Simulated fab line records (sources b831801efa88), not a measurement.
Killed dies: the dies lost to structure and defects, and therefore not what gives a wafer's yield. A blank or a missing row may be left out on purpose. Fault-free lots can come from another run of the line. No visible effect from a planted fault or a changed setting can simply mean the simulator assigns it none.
Chamber matching | flow sky130 | SKY_VIA3_CMP_24 on cmp-02: 4 sister chambers
The step polishes, stops on SiO2, t overpolish 20 s, target thk 0 nm. 4 wafers are shown with their chamber, then 8 later ones without.

WAFERS PAIRED WITH THEIR CHAMBERS
wafer  | chamber | motor-current-A (A)
L397.1 | 2       | 13.0
L397.4 | 1       | 11.1
L400.4 | 0       | 11.4
L410.1 | 3       | 10.6

WAFERS MISSING THEIR CHAMBER
wafer  | motor-current-A (A)
L410.2 | 12.4
L410.4 | 10.4
L411.2 | 12.2
L411.5 | 13.5
L411.6 | 11.1
L414.2 | 11.2
L414.5 | 11.8
L414.6 | 13.1

CHAMBER TAKEN BY EACH
wafer  | from the rows above               | in truth
L410.2 | can't be placed: 2 or 0 or 1      | 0
L410.4 | can't be placed: 3 or 1 or 0      | 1
L411.2 | can't be placed: 0 or 2 or 1 or 3 | 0
L411.5 | 2                                 | 2
L411.6 | can't be placed: 1 or 0 or 3      | 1
L414.2 | can't be placed: 1 or 0 or 3      | 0
L414.5 | can't be placed: 0 or 1 or 2 or 3 | 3
L414.6 | 2                                 | 2
Correct placement for 2 of the 8. From these rows, 6 cannot be placed; in 6 the true chamber is one of the candidates. Number placed wrongly: 0.
How it was worked out, from the rows above alone: a wafer's distance from a chamber is the root of the sum, over the readings, of the square of ((its reading less the chamber's mean) divided by the reading's scatter). If the next closest chamber is less than 2 further off than the closest, the wafer can't be placed; otherwise it belongs to the closest. For every chamber, the mean is computed from those of its wafers that are shown. The scatter: root of mean squared gap, hidden wafer to nearest shown wafer, with one shown wafer a chamber.
